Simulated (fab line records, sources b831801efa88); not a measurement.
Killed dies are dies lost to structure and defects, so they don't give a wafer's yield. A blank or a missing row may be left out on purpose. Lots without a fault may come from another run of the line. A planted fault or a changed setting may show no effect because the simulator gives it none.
One fault seen from 2 desks | flow gf180mcu | each desk has only its own numbers; what lay behind them comes last

THE METROLOGY DESK
What the gauges read, lot by lot, whatever tool the lot ran on: means of the sampled wafers that have a number. A lot is out of limits, marked OUT, if its mean lies more than 4 standard deviations from the usual mean; the brackets give that distance.
Columns: A = M1_ALCU_RS at GF_M1_RS_MEAS_05, usual 0.0694 ohm/sq; B = M1_ALCU_THK at GF_M1_THK_MEAS_06, usual 453 nm; C = cd_nm at GF_M1_CD_MEAS_14, usual 230.1 nm
lot  | first seen here | A                | B             | C
L655 | day 16 10:58    | 0.0688           | 452           | 229.1
L656 | day 16 18:26    | 0.0688           | 462           | 229.8
L657 | day 17 03:36    | 0.0696           | 449           | 229.0
L658 | day 17 17:17    | 0.0688           | 455           | 228.9
L661 | day 18 21:39    | 0.0700           | 452           | 230.6
L667 | day 20 23:50    | 0.0477 (-27) OUT | 654 (+31) OUT | 231.0
L668 | day 21 07:40    | 0.0474 (-27) OUT | 657 (+31) OUT | 230.3
L674 | day 23 06:31    | 0.0679           | 460           | 230.7
L675 | day 23 13:25    | 0.0692           | 457           | 230.9
L676 | day 23 20:23    | 0.0692           | 456           | 228.4
L677 | day 24 15:28    | 0.0692           | 450           | 230.3
This desk's finding: out of limits on L667, L668; first on L667, day 20 23:50 (M1_ALCU_RS at GF_M1_RS_MEAS_05). In limits: L655, L656, L657, L658, L661, L674, L675, L676, L677.

THE TOOL OWNER'S DESK: pvd_sputter-03
The tool's own readings at GF_M1_SPUTTER_02 (material AlCu, target thk 450 nm, time 23.9 s): means of the sampled wafers that have a number, for each lot that ran on this tool. A lot is out of limits, marked OUT, if its mean lies more than 4 standard deviations from the usual mean; the brackets give that distance.
Columns: A = throttle_valve_pct at GF_M1_SPUTTER_02, usual 29.9 %
lot  | first seen here | A
L656 | day 16 18:20    | 29.9
L657 | day 17 03:31    | 30.2
L658 | day 17 17:11    | 30.1
L667 | day 20 23:45    | 30.1
L668 | day 21 07:35    | 29.5
L677 | day 24 15:23    | 29.9
This desk's finding: nothing out of limits on any of the 6 lots.

PUT TOGETHER
The metrology desk could have raised an alarm at day 20 23:50, on L667, L668.
The tool owner's desk saw nothing out of limits.
The tool owner's desk has L667, L668 on record, within its limits.
Of the lots named, all ran GF_M1_SPUTTER_02 on pvd_sputter-03.

WHAT THE SIMULATOR HAD PUT IN
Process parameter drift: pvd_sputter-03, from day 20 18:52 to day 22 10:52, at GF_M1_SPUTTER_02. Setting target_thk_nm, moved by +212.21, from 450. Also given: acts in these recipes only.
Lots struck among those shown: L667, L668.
Hours from the fault's start to each desk's first reading out of limits: the metrology desk, 5.
